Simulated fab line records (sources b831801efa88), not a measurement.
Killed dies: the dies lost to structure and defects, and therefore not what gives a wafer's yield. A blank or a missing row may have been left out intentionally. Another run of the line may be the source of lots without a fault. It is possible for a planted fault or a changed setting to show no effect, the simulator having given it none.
Struck lot and sound lot, side by side ; flow sfq line ; 43 out of 325 route steps
Sound: these wafers, L199.1, L199.2, L199.3. Wafers struck: L213.2, L213.3, L213.5. The cause is named last.
Per side, at each step with rows, come the tool, then ch with its chambers, and then its first start. Under that, the readings that differ: sound wafers ; struck wafers ; difference of the means ; sigmas: that difference in standard deviations of wafers without a fault.
alike: readings with means less than 2 such deviations apart, plus words and numbers identical on both sides. not compared: withheld readings, readings lacking a value on some wafer, bounds such as >300 that could conceal the same value, and numbers that have no deviation in the record and whose values overlap.
Wherever a step has rows on one side only, a row that says differs or no value, or a row with sigmas, the two part there. When numbers do not overlap yet have no deviation, they are printed without sigmas and do not part them. A reading that every wafer of one side lacks parts them only if that side has two wafers or more.

first, 2 steps without rows for these wafers: SFQ_TRILAYER_JJ_CE_LITHO_PEB_117 (peb time 60 s); SFQ_TRILAYER_JJ_CE_LITHO_DEVELOP_116 (time 60 s).
SFQ_JJ_OVL_MEAS_931:
  sound on overlay-01, day 52 04:46; struck on overlay-01, day 57 08:34
  alike: J5_OVL
then, 9 steps without rows for these wafers: SFQ_TRILAYER_JJ_CE_METRO_MEASURE_117; SFQ_TRILAYER_JJ_CE_BARC_OPEN_RIE_150 (chemistry O2, target BARC, target depth 240 nm, time 80 s); SFQ_TRILAYER_JJ_CE_ETCH_RIE_118 (chemistry SF6, target Nb, stops on Al2O3, time 97.7 s, target depth 170 nm); SFQ_TRILAYER_JJ_ANODIZE_ANODIZE_119; SFQ_TRILAYER_JJ_CE_STRIP_STRIP_120 (strips in O2); SFQ_TRILAYER_JJ_CE_STRIP_SOLV_CLEAN_121 (cleans in NMP, time 600 s); SFQ_TRILAYER_M5_LITHO_COAT_128 (resist thk 62 nm); SFQ_TRILAYER_M5_LITHO_COAT_123 (resist thk 600 nm); SFQ_TRILAYER_M5_LITHO_SOFTBAKE_127.
-- the record jumps here: 5 days lie between the struck wafers' starts before and after --
SFQ_TRILAYER_M5_LITHO_EXPOSE_124: exposes mask M5, target cd 700 nm.
  sound on krf scanner-02 ch 0, day 57 21:25; struck on krf scanner-01 ch 0, day 61 21:25
  alike: mask
then, 2 steps without rows for these wafers: SFQ_TRILAYER_M5_LITHO_PEB_126 (peb time 60 s); SFQ_TRILAYER_M5_LITHO_DEVELOP_125 (time 60 s).
SFQ_M5_OVL_MEAS_932:
  sound on overlay-02, day 57 22:55; struck on overlay-01, day 61 22:44
  alike: M5_OVL
SFQ_TRILAYER_M5_BARC_OPEN_METAL_ETCH_161: etches BARC in O2, target depth 125 nm, time 41.7 s.
  sound on rie metal-03 ch 0,1, day 57 22:58; struck on rie metal-03 ch 0,1, day 61 22:46
reading;sound;struck;difference;sigmas
model.M5.cd nm (nm);699.4 699.4 700.3;686.7 685.9 675.6;-17.0;
  alike: drypump motor current A, oes product au
  not compared: rf hours counter h
SFQ_TRILAYER_M5_ETCH_METAL_ETCH_126: etches Nb in Cl2/BCl3, stops on SiO2, time 203.2 s, target depth 265 nm.
  sound on rie metal-03 ch 0,1, day 57 23:01; struck on rie metal-03 ch 0,1, day 61 22:49
reading;sound;struck;difference;sigmas
model.M5.cd nm (nm);698.9 697.5 699.4;685 686 675.9;-16;
  alike: drypump motor current A, oes product au
  not compared: rf hours counter h
then, 4 steps without rows for these wafers: SFQ_TRILAYER_M5_STRIP_STRIP_127 (strips in O2); SFQ_TRILAYER_M5_STRIP_SOLV_CLEAN_128 (cleans in NMP, time 600 s); SFQ_TRILAYER_A5B_DEP_PECVD_129 (deposits SiO2 from SiH4/N2O, time 133.33 s, target thk 600 nm); SFQ_TRILAYER_A5B_CMP_CMP_130 (polishes, stops on Nb, target thk 340.7 nm).
SFQ_TRILAYER_A5B_METRO_MEASURE_131:
  sound on film metro-02, day 58 05:02; struck on film metro-03, day 62 03:07
  alike: thk nm
then, 1 step without rows for these wafers: SFQ_TRILAYER_R5_DEP_SPUTTER_132 (material Ti, target thk 5 nm, time 5 s).
SFQ_TRILAYER_R5_DEP_SPUTTER_133: material MoNx, target thk 40 nm, time 66.7 s.
  sound on pvd sputter-06, day 58 06:14; struck on pvd sputter-06, day 62 04:08
  alike: throttle valve pct
SFQ_TRILAYER_R5_DEP_SPUTTER_134: material Ti, target thk 5 nm, time 5 s.
  sound on pvd sputter-06, day 58 06:18; struck on pvd sputter-06, day 62 04:12
  alike: throttle valve pct
SFQ_R5_RS_MEAS_933: a four-point-probe measurement.
  sound on film metro-01, day 58 06:19; struck on film metro-04, day 62 04:14
  alike: R5_MONX_RS
SFQ_R5_THK_MEAS_934: measures by xrf.
  sound on film metro-01, day 58 06:26; struck on film metro-04, day 62 04:21
  alike: R5_MONX_THK
then, 6 steps without rows for these wafers: SFQ_TRILAYER_R5_LITHO_COAT_141 (resist thk 62 nm); SFQ_TRILAYER_R5_LITHO_COAT_136 (resist thk 600 nm); SFQ_TRILAYER_R5_LITHO_SOFTBAKE_140; SFQ_TRILAYER_R5_LITHO_EXPOSE_137 (exposes mask R5, target cd 500 nm); SFQ_TRILAYER_R5_LITHO_PEB_139 (peb time 60 s); SFQ_TRILAYER_R5_LITHO_DEVELOP_138 (time 60 s).
-- the record jumps here: 5 days lie between the struck wafers' starts before and after --
SFQ_R5_OVL_MEAS_935:
  sound on overlay-01, day 62 14:19; struck on overlay-01, day 67 04:35
  alike: R5_OVL
then, 1 step without rows for these wafers: SFQ_TRILAYER_R5_BARC_OPEN_METAL_ETCH_177 (etches BARC in O2, target depth 125 nm, time 41.7 s).
SFQ_TRILAYER_R5_ETCH_METAL_ETCH_139: etches the open film in Cl2, stops on SiO2, target depth 60 nm, time 40 s.
  sound on rie metal-02 ch 0,1, day 62 14:25; struck on rie metal-02 ch 1, day 67 04:46
  alike: drypump motor current A, oes product au
  not compared: rf hours counter h
SFQ_TRILAYER_R5_STRIP_STRIP_140: strips in O2.
  sound on rie metal-02 ch 0,1, day 62 14:29; struck on rie metal-02 ch 1, day 67 05:04
  alike: drypump motor current A, oes product au, platen temp c
  not compared: rf hours counter h
then, 4 steps without rows for these wafers: SFQ_TRILAYER_R5_STRIP_SOLV_CLEAN_141 (cleans in NMP, time 600 s); SFQ_TRILAYER_A5C_DEP_PECVD_142 (deposits SiO2 from SiH4/N2O, time 15.556 s, target thk 70 nm); SFQ_TRILAYER_I5_LITHO_COAT_149 (resist thk 62 nm); SFQ_TRILAYER_I5_LITHO_COAT_144 (resist thk 650 nm).
-- the record jumps here: 21 days lie between the struck wafers' starts before and after --
SFQ_M8_BOW_MEAS_951:
  sound on film metro-02, day 81 19:07; struck on film metro-04, day 88 00:11
reading;sound;struck;difference;sigmas
model.etest.m5.ohm um;1.697 1.7 1.694;1.748 1.71 1.763;+0.043;
  alike: M8_BOW

## WHERE THEY PART
Nowhere in this record.

WHY: whatever the simulator had introduced
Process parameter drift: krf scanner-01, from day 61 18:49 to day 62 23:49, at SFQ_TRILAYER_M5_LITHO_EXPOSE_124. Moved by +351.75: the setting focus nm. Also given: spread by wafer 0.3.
